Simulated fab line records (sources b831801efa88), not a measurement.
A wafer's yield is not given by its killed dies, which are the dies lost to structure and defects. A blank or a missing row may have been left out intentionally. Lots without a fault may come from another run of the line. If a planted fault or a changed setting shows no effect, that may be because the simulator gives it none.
A struck lot beside a sound one	flow sfq line	15 out of 325 route steps
Sound: the wafers L114.3, L114.4, L114.6. Struck: wafers L120.5, L120.6. (L120.3 of the same lot was not struck and is left out.) The cause comes at the end.
Order at every step that has rows: each side's tool, ch and its chambers, its first start. Under that, the readings that differ: sound wafers	struck wafers	difference of the means	sigmas: that difference in standard deviations of wafers without a fault.
alike: a reading whose means differ by less than 2 such deviations, as well as words and numbers matching on both sides. not compared: withheld readings; readings where some wafer has no value; bounds like >300 that might hide an equal value; numbers whose values overlap and for which the record gives no deviation.
Wherever a step has rows on one side only, a row that says differs or no value, or a row with sigmas, the two part there. When numbers do not overlap yet have no deviation, they are printed without sigmas and do not part them. A reading that every wafer of one side lacks parts them only if that side has two wafers or more.

SFQ_TRILAYER_JJ_CE_BARC_OPEN_RIE_150: chemistry O2, target BARC, target depth 240 nm, time 80 s.
  sound on rie metal-04 ch 0,1, day 62 10:40; struck on rie metal-03 ch 0,1, day 63 21:28
  alike: drypump motor current A, he backside leak sccm, oes product au
  not compared: rf hours counter h
SFQ_TRILAYER_JJ_CE_ETCH_RIE_118: chemistry SF6, target Nb, stops on Al2O3, time 97.7 s, target depth 170 nm.
  sound on rie metal-04 ch 0,1, day 62 10:46; struck on rie metal-03 ch 0,1, day 63 21:34
  alike: drypump motor current A, he backside leak sccm, oes product au
  not compared: rf hours counter h
next, for these wafers, 1 step has no rows: SFQ_TRILAYER_JJ_ANODIZE_ANODIZE_119.
SFQ_TRILAYER_JJ_CE_STRIP_STRIP_120: strips in O2.
  sound on rie metal-03 ch 0,1, day 62 11:34; struck on rie metal-01 ch 0,1, day 63 22:20
  alike: drypump motor current A, he backside leak sccm, oes product au
  not compared: rf hours counter h
then, 7 steps without rows for these wafers: SFQ_TRILAYER_JJ_CE_STRIP_SOLV_CLEAN_121 (cleans in NMP, time 600 s); SFQ_TRILAYER_M5_LITHO_COAT_128 (resist thk 62 nm); SFQ_TRILAYER_M5_LITHO_COAT_123 (resist thk 600 nm); SFQ_TRILAYER_M5_LITHO_SOFTBAKE_127; SFQ_TRILAYER_M5_LITHO_EXPOSE_124 (exposes mask M5, target cd 700 nm); SFQ_TRILAYER_M5_LITHO_PEB_126 (peb time 60 s); SFQ_TRILAYER_M5_LITHO_DEVELOP_125 (time 60 s).
-- the record jumps here: 4 days lie between the struck wafers' starts before and after --
SFQ_M5_OVL_MEAS_932:
  sound on overlay-01, day 66 21:45; struck on overlay-02, day 68 05:46
  alike: M5_OVL
SFQ_TRILAYER_M5_BARC_OPEN_METAL_ETCH_161: etches BARC in O2, target depth 125 nm, time 41.7 s.
  sound on rie metal-02 ch 0,1, day 66 21:48; struck on rie metal-03 ch 0,1, day 68 05:48
reading	sound	struck	difference	sigmas
model.KrF_of_TRILAYER_M5_LITHO_COAT_123.thk nm (nm)	523.2 521.1 523.2	544.2 543.8	+21.5	
  alike: drypump motor current A, he backside leak sccm, oes product au
  not compared: rf hours counter h
SFQ_TRILAYER_M5_ETCH_METAL_ETCH_126: etches Nb in Cl2/BCl3, stops on SiO2, time 203.2 s, target depth 265 nm.
  sound on rie metal-02 ch 0,1, day 66 21:54; struck on rie metal-03 ch 0,1, day 68 05:55
reading	sound	struck	difference	sigmas
model.KrF_of_TRILAYER_M5_LITHO_COAT_123.thk nm (nm)	373.4 369.1 373.6	389 390.7	+18	
  alike: drypump motor current A, he backside leak sccm, oes product au
  not compared: rf hours counter h
SFQ_TRILAYER_M5_STRIP_STRIP_127: strips in O2.
  sound on rie metal-02 ch 0,1, day 66 22:14; struck on rie metal-03 ch 0,1, day 68 06:14
  alike: drypump motor current A, he backside leak sccm, oes product au
  not compared: rf hours counter h

== WHERE THEY PART ==
Nowhere in this record.

WHY: what had been put in by the simulator
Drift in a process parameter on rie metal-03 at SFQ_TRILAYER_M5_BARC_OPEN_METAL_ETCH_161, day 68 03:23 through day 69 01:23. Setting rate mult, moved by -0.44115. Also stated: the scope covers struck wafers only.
